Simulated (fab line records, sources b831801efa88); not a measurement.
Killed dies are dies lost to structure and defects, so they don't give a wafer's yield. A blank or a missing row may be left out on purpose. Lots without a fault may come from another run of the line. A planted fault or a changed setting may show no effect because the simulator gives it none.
One fault seen from 2 desks | flow gf180mcu | each desk has only its own numbers; what lay behind them comes last

THE TOOL OWNER'S DESK: implanter-01
The tool's own readings at GF_HV_LDD_IMPLANT_09: means of the sampled wafers that have a number, for each lot that ran on this tool. A lot is out of limits, marked OUT, if its mean lies more than 4 standard deviations from the usual mean; the brackets give that distance.
Columns: A = end_station_pressure_torr at GF_HV_LDD_IMPLANT_09, usual 5.46e-06 Torr
lot  | first seen here | A
L423 | day 10 16:08    | 5.65e-06
L428 | day 10 21:47    | 5.44e-06
L429 | day 11 05:10    | 5.22e-06
L431 | day 11 16:17    | 5.70e-06
L433 | day 12 03:55    | 5.47e-06
L443 | day 15 12:53    | 5.64e-06
L445 | day 16 05:08    | 5.29e-06
L446 | day 16 11:26    | 5.34e-06
This desk's finding: nothing out of limits on any of the 8 lots.

THE METROLOGY DESK
What the gauges read, lot by lot, whatever tool the lot ran on: means of the sampled wafers that have a number. A lot is out of limits, marked OUT, if its mean lies more than 4 standard deviations from the usual mean; the brackets give that distance.
Columns: A = HV_LDD_TW at GF_HV_LDD_TW_MEAS_11, usual 2415; B = HV_LDD_03_OVL at GF_HV_LDD_OVL_MEAS_47, usual 0.9 nm; C = HV_LDD_RS at GF_HV_LDD_RS_MEAS_53, usual 418.2 ohm/sq
lot  | first seen here | A               | B    | C
L423 | day 10 16:23    | 2374            | 0.9  | 418.4
L428 | day 10 22:01    | 2426            | 2.3  | 418.1
L429 | day 11 05:22    | 2384            | 0.8  | 430.3 (+13) OUT
L430 | day 11 12:11    | 2429            | 2.6  | 418.5
L431 | day 11 16:32    | 2371            | 2.0  | 429.4 (+12) OUT
L433 | day 12 04:09    | 2336 (-4.4) OUT | -0.8 | 440.5 (+24) OUT
L437 | day 13 06:43    | 2432            | -0.4 | 417.9
L441 | day 14 19:53    | 2405            | -1.4 | 419.5
L442 | day 15 00:11    | 2409            | 1.8  | 419.8
L443 | day 15 13:08    | 2419            | 1.1  | 417.2
L444 | day 15 19:24    | 2412            | 2.1  | 418.1
L445 | day 16 05:22    | 2430            | 2.0  | 418.8
L446 | day 16 11:40    | 2357            | 2.8  | 418.1
This desk's finding: out of limits on L429, L431, L433; first on L433, day 12 04:09 (HV_LDD_TW at GF_HV_LDD_TW_MEAS_11). In limits: L423, L428, L430, L437, L441, L442, L443, L444, L445, L446.

PUT TOGETHER
The metrology desk could have raised an alarm at day 12 04:09, on L429, L431, L433.
The tool owner's desk saw nothing out of limits.
The tool owner's desk has L429, L431, L433 on record, within its limits.
Of the lots named, all ran GF_HV_LDD_IMPLANT_09 on implanter-01.

WHAT THE SIMULATOR HAD PUT IN
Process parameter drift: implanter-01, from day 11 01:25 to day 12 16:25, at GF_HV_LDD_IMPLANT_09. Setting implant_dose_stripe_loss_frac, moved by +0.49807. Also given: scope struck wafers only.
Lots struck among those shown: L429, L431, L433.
Hours from the fault's start to each desk's first reading out of limits: the metrology desk, 27.
